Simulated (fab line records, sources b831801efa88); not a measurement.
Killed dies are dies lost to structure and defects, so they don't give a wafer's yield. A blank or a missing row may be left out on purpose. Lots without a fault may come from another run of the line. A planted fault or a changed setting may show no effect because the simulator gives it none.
Which tool did it? | flow sky130 | 12 lots, 34 wafers sampled, at 5 steps of a route of 708

WHAT THE GAUGES READ, wafer by wafer
SKY_LI_CONTACT_OVL_MEAS_13. Usual: LI_CONTACT_OVL 0 nm, standard deviation 5.3.
lot  | measured     | on         | LI_CONTACT_OVL (nm) | flag
L630 | day 29 07:46 | overlay-02 | 1 7 0               |
L631 | day 30 04:28 | overlay-01 | 4 -9 -12            |
L636 | day 31 18:28 | overlay-01 | 3 -6 13             |
L634 | day 31 19:13 | overlay-01 | -2 -2 -1            |
L637 | day 31 22:32 | overlay-02 | -9 -5 -2            |
L638 | day 32 04:04 | overlay-02 | 5 3 -6              |
L642 | day 33 10:35 | overlay-01 | 8 1 -5              |
L643 | day 33 14:52 | overlay-01 | -4 -4               |
L645 | day 34 11:44 | overlay-02 | -4 2                |
L648 | day 35 08:40 | overlay-01 | -4 3 1              |
L651 | day 35 23:50 | overlay-02 | -2 -1 0             |
L652 | day 36 06:59 | overlay-01 | 0 5 0               |

SKY_LOCAL_INTERCONNECT_RS_MEAS_01: measures by four-point-probe. Usual: LOCAL_INTERCONNECT_TIN_RS 14.17 ohm/sq, standard deviation 0.16.
lot  | measured     | on            | LOCAL_INTERCONNECT_TIN_RS (ohm/sq) | flag
L630 | day 29 09:04 | film_metro-02 | 14.14 14.07 14.10                  |
L631 | day 30 05:44 | film_metro-03 | 14.09 14.12 14.26                  |
L636 | day 31 19:44 | film_metro-02 | 14.20 13.98 14.07                  |
L634 | day 31 20:29 | film_metro-02 | 14.26 14.36 14.24                  |
L637 | day 31 23:48 | film_metro-03 | 14.32 14.29 14.26                  |
L638 | day 32 05:22 | film_metro-02 | 14.22 14.17 14.25                  |
L642 | day 33 11:51 | film_metro-03 | 13.97 13.80 13.97                  |
L643 | day 33 16:11 | film_metro-01 | 13.95 13.77                        |
L645 | day 34 13:03 | film_metro-02 | 14.37 14.55                        |
L648 | day 35 09:58 | film_metro-03 | 14.19 14.00 14.18                  |
L651 | day 36 01:17 | film_metro-02 | 14.16 13.98 14.06                  |
L652 | day 36 08:15 | film_metro-01 | 14.15 14.24 14.13                  |

SKY_LOCAL_INTERCONNECT_OVL_MEAS_12. Usual: LOCAL_INTERCONNECT_OVL -2 nm, standard deviation 5.4.
lot  | measured     | on         | LOCAL_INTERCONNECT_OVL (nm) | flag
L630 | day 30 13:04 | overlay-02 | -4 -1 -1                    |
L631 | day 31 08:55 | overlay-01 | 2 8 13                      |
L636 | day 32 22:49 | overlay-02 | -6 -11 -5                   |
L634 | day 32 23:58 | overlay-02 | -3 7 10                     |
L637 | day 33 03:19 | overlay-02 | -3 4 4                      |
L638 | day 33 08:13 | overlay-01 | 3 2 8                       |
L642 | day 34 14:34 | overlay-02 | -4 3 -1                     |
L643 | day 34 18:02 | overlay-02 | -1 -5                       |
L645 | day 35 15:56 | overlay-02 | 6 2                         |
L648 | day 36 12:23 | overlay-01 | -9 -5 -7                    |
L651 | day 37 03:31 | overlay-01 | -1 2 -6                     |
L652 | day 37 11:01 | overlay-01 | -4 -3 3                     |

SKY_CONTACT_THK_MEAS_01. Usual: CONTACT_CVD_00_THK 74.9 nm, standard deviation 0.88.
lot  | measured     | on            | CONTACT_CVD_00_THK (nm) | flag
L630 | day 30 14:16 | film_metro-04 | 75.4 76.5 75.7          |
L631 | day 31 09:41 | film_metro-02 | 73.4 73.5 74.8          |
L636 | day 32 23:35 | film_metro-02 | 74.9 76.3 76.7          |
L634 | day 33 00:44 | film_metro-02 | 73.6 74.6 75.0          |
L637 | day 33 04:08 | film_metro-04 | 73.8 74.3 75.5          |
L638 | day 33 09:05 | film_metro-02 | 74.2 75.0 74.4          |
L642 | day 34 15:20 | film_metro-02 | 74.9 74.7 37.9          | OFF
L643 | day 34 18:50 | film_metro-01 | 75.3 37.2               | OFF
L645 | day 35 16:51 | film_metro-02 | 75.8 37.1               | OFF
L648 | day 36 13:11 | film_metro-04 | 74.4 74.5 74.7          |
L651 | day 37 04:19 | film_metro-04 | 73.1 73.7 73.4          |
L652 | day 37 11:55 | film_metro-04 | 74.2 75.2 74.3          |

WHICH TOOL RAN EACH LOT (tool, then ch and the chambers of the sampled wafers, then the start)
lot  | SKY_CONTACT_CVD_00
L630 | pecvd-01 ch 0,1, day 30 14:13
L631 | pecvd-03 ch 1,2, day 31 09:39
L636 | pecvd-01 ch 0,1,2, day 32 23:33
L634 | pecvd-02 ch 1,2, day 33 00:42
L637 | pecvd-03 ch 0,1,2, day 33 04:06
L638 | pecvd-01 ch 0,2, day 33 09:01
L642 | pecvd-03 ch 0,1,2, day 34 15:18
L643 | pecvd-03 ch 0,1, day 34 18:47
L645 | pecvd-03 ch 0,2, day 35 16:48
L648 | pecvd-02 ch 1,2, day 36 13:08
L651 | pecvd-02 ch 0,2, day 37 04:16
L652 | pecvd-02 ch 0,1,2, day 37 11:52
- SKY_CONTACT_CVD_00: deposits Si3N4, target thk 75 nm.

WHAT THE TOOLS THEMSELVES READ (means of the sampled wafers that have a number; where no wafer has one, the mark that the record gives instead)
SKY_CONTACT_CVD_00. Usual: heater_power_w 720 W, standard deviation 75.
lot  | tool     | heater_power_w (W) | flag
L630 | pecvd-01 | 743                |
L631 | pecvd-03 | 723                |
L636 | pecvd-01 | 758                |
L634 | pecvd-02 | 727                |
L637 | pecvd-03 | 769                |
L638 | pecvd-01 | 754                |
L642 | pecvd-03 | 745                |
L643 | pecvd-03 | 696                |
L645 | pecvd-03 | 806                |
L648 | pecvd-02 | 619                |
L651 | pecvd-02 | 614                |
L652 | pecvd-02 | 661                |

THE ANSWER, worked out from the rows above alone
Rule: a lot is off if the mean of its wafers that have a number lies more than 3 standard deviations from the usual mean. A lot without any number at a reading at which 4 lots or more have one is off too. The other lots that the step has rows for count as sound. The gauges are gone through in route order, then the tools' own readings, and for those a lot's mean is taken as printed above. The first step at which some lot is off is used, and at that step the reading that is off furthest; a lot without a number counts as furthest.
Off: L642, L643, L645, at SKY_CONTACT_THK_MEAS_01 (CONTACT_CVD_00_THK).
A tool fits if, at a process step before that reading, it ran every lot that is off, and no sound lot after the first of them. The gauges at SKY_CONTACT_THK_MEAS_01 are tried like those tools. One fits: pecvd-03 at SKY_CONTACT_CVD_00. Its last sound lot is L637 (day 33 04:06), its first lot that is off L642 (day 34 15:18): a fault that began between those two fits.

WHAT THE SIMULATOR HAD PUT IN
Process parameter drift: pecvd-03, from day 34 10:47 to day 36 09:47, at SKY_CONTACT_CVD_00. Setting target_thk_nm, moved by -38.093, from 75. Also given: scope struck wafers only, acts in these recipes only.
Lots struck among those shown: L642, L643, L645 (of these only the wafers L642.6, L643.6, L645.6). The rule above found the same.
